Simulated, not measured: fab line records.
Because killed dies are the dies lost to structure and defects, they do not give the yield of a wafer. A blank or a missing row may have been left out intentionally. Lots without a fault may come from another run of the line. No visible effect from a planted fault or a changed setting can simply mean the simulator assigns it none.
Which tool was responsible? :: flow sky130 :: Sampling: 13 lots, 39 wafers, 4 of 708 route steps

## WHAT THE GAUGES SHOWED, per wafer
SKY_METAL1_RS_MEAS_05: the measuring method here is four-point-probe.
lot: L113
measured: day 32 09:32
on: film_metro-01
METAL1_ALCU_RS (ohm/sq): 0.1277 0.1270 0.1276

lot: L114
measured: day 32 10:28
on: film_metro-03
METAL1_ALCU_RS (ohm/sq): 0.1285 0.1276 0.1281

lot: L115
measured: day 33 11:41
on: film_metro-01
METAL1_ALCU_RS (ohm/sq): 0.1267 0.1262 0.1263

lot: L116
measured: day 33 11:59
on: film_metro-02
METAL1_ALCU_RS (ohm/sq): 0.1268 0.1278 0.1279

lot: L117
measured: day 33 18:17
on: film_metro-01
METAL1_ALCU_RS (ohm/sq): 0.1262 0.1269 0.1266

lot: L118
measured: day 33 22:24
on: film_metro-03
METAL1_ALCU_RS (ohm/sq): 0.1275 0.1286 0.1278

lot: L121
measured: day 34 06:48
on: film_metro-02
METAL1_ALCU_RS (ohm/sq): 0.1246 0.1258 0.1259

lot: L120
measured: day 34 10:05
on: film_metro-01
METAL1_ALCU_RS (ohm/sq): 0.1266 0.1275 0.1254

lot: L125
measured: day 35 12:51
on: film_metro-03
METAL1_ALCU_RS (ohm/sq): 0.1249 0.1260 0.1252

lot: L124
measured: day 35 15:26
on: film_metro-01
METAL1_ALCU_RS (ohm/sq): 0.1279 0.1278 0.1284

lot: L134
measured: day 38 12:40
on: film_metro-02
METAL1_ALCU_RS (ohm/sq): 0.1257 0.1246 0.1254

lot: L135
measured: day 38 18:01
on: film_metro-02
METAL1_ALCU_RS (ohm/sq): 0.1255 0.1247 0.1246

lot: L136
measured: day 38 19:56
on: film_metro-01
METAL1_ALCU_RS (ohm/sq): 0.1269 0.1261 0.1265

SKY_METAL1_CD_MEAS_15 targets a cd of 140 nm.
lot: L113
measured: day 33 12:26
on: cd_sem-01
cd_nm (nm): 140.4 140.6 140.1

lot: L114
measured: day 33 12:58
on: cd_sem-01
cd_nm (nm): 143.4 144.0 141.9

lot: L115
measured: day 34 14:23
on: cd_sem-02
cd_nm (nm): 141.1 140.6 139.8

lot: L116
measured: day 34 15:23
on: cd_sem-02
cd_nm (nm): 141.6 141.4 142.2

lot: L117
measured: day 34 20:54
on: cd_sem-01
cd_nm (nm): 141.3 142.2 140.1

lot: L118
measured: day 35 01:27
on: cd_sem-02
cd_nm (nm): 138.8 139.4 139.1

lot: L121
measured: day 35 09:26
on: cd_sem-02
cd_nm (nm): 140.9 140.7 140.8

lot: L120
measured: day 35 12:08
on: cd_sem-01
cd_nm (nm): 138.4 140.9 138.8

lot: L125
measured: day 36 14:05
on: cd_sem-02
cd_nm (nm): 138.7 139.5 138.4

lot: L124
measured: day 36 17:07
on: cd_sem-01
cd_nm (nm): 140.3 141.2 140.7

lot: L134
measured: day 39 13:17
on: cd_sem-02
cd_nm (nm): 141.4 142.3 139.6

lot: L135
measured: day 39 18:08
on: cd_sem-01
cd_nm (nm): 137.1 138.2 136.3

lot: L136
measured: day 39 20:35
on: cd_sem-01
cd_nm (nm): 138.5 137.2 139.1

## WHAT TOOL EACH LOT RAN ON (gives the tool, then ch and the chambers of the sampled wafers, and finally the start)
lot: L113
SKY_CONTACT_SPUTTER_23: pvd_sputter-03, day 32 08:44
SKY_METAL1_SPUTTER_01: pvd_sputter-02, day 32 09:25

lot: L114
SKY_CONTACT_SPUTTER_23: pvd_sputter-03, day 32 09:41
SKY_METAL1_SPUTTER_01: pvd_sputter-01, day 32 10:21

lot: L115
SKY_CONTACT_SPUTTER_23: pvd_sputter-02, day 33 10:50
SKY_METAL1_SPUTTER_01: pvd_sputter-02, day 33 11:32

lot: L116
SKY_CONTACT_SPUTTER_23: pvd_sputter-03, day 33 11:11
SKY_METAL1_SPUTTER_01: pvd_sputter-01, day 33 11:52

lot: L117
SKY_CONTACT_SPUTTER_23: pvd_sputter-02, day 33 17:28
SKY_METAL1_SPUTTER_01: pvd_sputter-03, day 33 18:08

lot: L118
SKY_CONTACT_SPUTTER_23: pvd_sputter-03, day 33 21:34
SKY_METAL1_SPUTTER_01: pvd_sputter-02, day 33 22:14

lot: L121
SKY_CONTACT_SPUTTER_23: pvd_sputter-02, day 34 05:56
SKY_METAL1_SPUTTER_01: pvd_sputter-03, day 34 06:40

lot: L120
SKY_CONTACT_SPUTTER_23: pvd_sputter-04, day 34 09:18
SKY_METAL1_SPUTTER_01: pvd_sputter-01, day 34 09:58

lot: L125
SKY_CONTACT_SPUTTER_23: pvd_sputter-02, day 35 12:02
SKY_METAL1_SPUTTER_01: pvd_sputter-01, day 35 12:43

lot: L124
SKY_CONTACT_SPUTTER_23: pvd_sputter-04, day 35 14:39
SKY_METAL1_SPUTTER_01: pvd_sputter-01, day 35 15:20

lot: L134
SKY_CONTACT_SPUTTER_23: pvd_sputter-04, day 38 11:52
SKY_METAL1_SPUTTER_01: pvd_sputter-03, day 38 12:32

lot: L135
SKY_CONTACT_SPUTTER_23: pvd_sputter-03, day 38 17:08
SKY_METAL1_SPUTTER_01: pvd_sputter-03, day 38 17:54

lot: L136
SKY_CONTACT_SPUTTER_23: pvd_sputter-03, day 38 19:08
SKY_METAL1_SPUTTER_01: pvd_sputter-02, day 38 19:49
- SKY_CONTACT_SPUTTER_23: material TiN, target thk 20 nm, time 80 s.
- SKY_METAL1_SPUTTER_01: material TiN, target thk 20 nm, time 16.7 s.

## AS READ BY THE TOOLS THEMSELVES (means over the sampled wafers that have a number; for cases with no such wafer, the mark the record gives instead)
SKY_CONTACT_SPUTTER_23.
lot: L113
tool: pvd_sputter-03
cathode_dc_power_W (W): 4000.2
throttle_valve_pct (%): 31.7

lot: L114
tool: pvd_sputter-03
cathode_dc_power_W (W): 4000.2
throttle_valve_pct (%): 31.1

lot: L115
tool: pvd_sputter-02
cathode_dc_power_W (W): 4000.3
throttle_valve_pct (%): 28.5

lot: L116
tool: pvd_sputter-03
cathode_dc_power_W (W): 3999.7
throttle_valve_pct (%): 31.2

lot: L117
tool: pvd_sputter-02
cathode_dc_power_W (W): 3999.8
throttle_valve_pct (%): 29.7

lot: L118
tool: pvd_sputter-03
cathode_dc_power_W (W): 4000.0
throttle_valve_pct (%): 31.1

lot: L121
tool: pvd_sputter-02
cathode_dc_power_W (W): 4000.3
throttle_valve_pct (%): 29.6

lot: L120
tool: pvd_sputter-04
cathode_dc_power_W (W): 3999.1
throttle_valve_pct (%): 30.5

lot: L125
tool: pvd_sputter-02
cathode_dc_power_W (W): 4000.1
throttle_valve_pct (%): 29.7

lot: L124
tool: pvd_sputter-04
cathode_dc_power_W (W): 3999.7
throttle_valve_pct (%): 30.4

lot: L134
tool: pvd_sputter-04
cathode_dc_power_W (W): 3999.6
throttle_valve_pct (%): 29.6

lot: L135
tool: pvd_sputter-03
cathode_dc_power_W (W): 3999.1
throttle_valve_pct (%): 30.6

lot: L136
tool: pvd_sputter-03
cathode_dc_power_W (W): 4000.5
throttle_valve_pct (%): 30.8

SKY_METAL1_SPUTTER_01.
lot: L113
tool: pvd_sputter-02
cathode_dc_power_W (W): 6500.6
throttle_valve_pct (%): 29.3

lot: L114
tool: pvd_sputter-01
cathode_dc_power_W (W): 6499.6
throttle_valve_pct (%): 30.3

lot: L115
tool: pvd_sputter-02
cathode_dc_power_W (W): 6498.9
throttle_valve_pct (%): 30.7

lot: L116
tool: pvd_sputter-01
cathode_dc_power_W (W): 6499.8
throttle_valve_pct (%): 28.7

lot: L117
tool: pvd_sputter-03
cathode_dc_power_W (W): 6501.4
throttle_valve_pct (%): 31.1

lot: L118
tool: pvd_sputter-02
cathode_dc_power_W (W): 6499.8
throttle_valve_pct (%): 28.8

lot: L121
tool: pvd_sputter-03
cathode_dc_power_W (W): 6499.4
throttle_valve_pct (%): 31.1

lot: L120
tool: pvd_sputter-01
cathode_dc_power_W (W): 6499.7
throttle_valve_pct (%): 30.3

lot: L125
tool: pvd_sputter-01
cathode_dc_power_W (W): 8099.5
throttle_valve_pct (%): 30.2

lot: L124
tool: pvd_sputter-01
cathode_dc_power_W (W): 8101.0
throttle_valve_pct (%): 28.7

lot: L134
tool: pvd_sputter-03
cathode_dc_power_W (W): 6500.4
throttle_valve_pct (%): 31.1

lot: L135
tool: pvd_sputter-03
cathode_dc_power_W (W): 6499.9
throttle_valve_pct (%): 30.5

lot: L136
tool: pvd_sputter-02
cathode_dc_power_W (W): 6501.1
throttle_valve_pct (%): 29.0

## THE ANSWER, worked out from the rows above alone
Rule: the lots themselves supply what counts as usual. The widest of any qualifying gaps counts: lots, ordered by their means at a reading, are off when they make up no more than a third of the lots, leave a main group of 4 or more, and stand apart from it by 3 or more times the standard deviation of that group's means. A main group whose means are all the same, to the digits that the tables above print for the reading, isn't used. Also off: a lot with no number at a reading for which 4 or more lots have one. Any other lot the step has rows for is counted as sound. The gauges are gone through in route order, then the tools' own readings, and for those a lot's mean is taken as printed above. The first step at which some lot is off is used, and at that step the reading that is off furthest; a lot without a number counts as furthest.
Off: L125, L124, at SKY_METAL1_SPUTTER_01 (cathode_dc_power_W). The main group: mean 6500.1 W, standard deviation 0.71.
If a tool, at that step or one of the process steps before it, ran each lot that is off and ran no sound lot following the first of them, it fits. One fits: SKY_METAL1_SPUTTER_01 on pvd_sputter-01. A fault onset in the window from L120 (day 34 09:58, its last sound lot) to L125 (day 35 12:43, its first lot off) fits.
The tool's own readings at SKY_METAL1_SPUTTER_01 bear it out: on the lots that are off they differ by more than 5 times the standard deviation of the sound lots' means. cathode_dc_power_W reads 8100.2 W there against 6500.1 W on the sound lots.

## WHAT THE SIMULATOR HAD INSERTED
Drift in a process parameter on pvd_sputter-01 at SKY_METAL1_SPUTTER_01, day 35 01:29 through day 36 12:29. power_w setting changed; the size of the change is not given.
Struck lots among those shown: L125, L124. This agrees with what the rule above found.
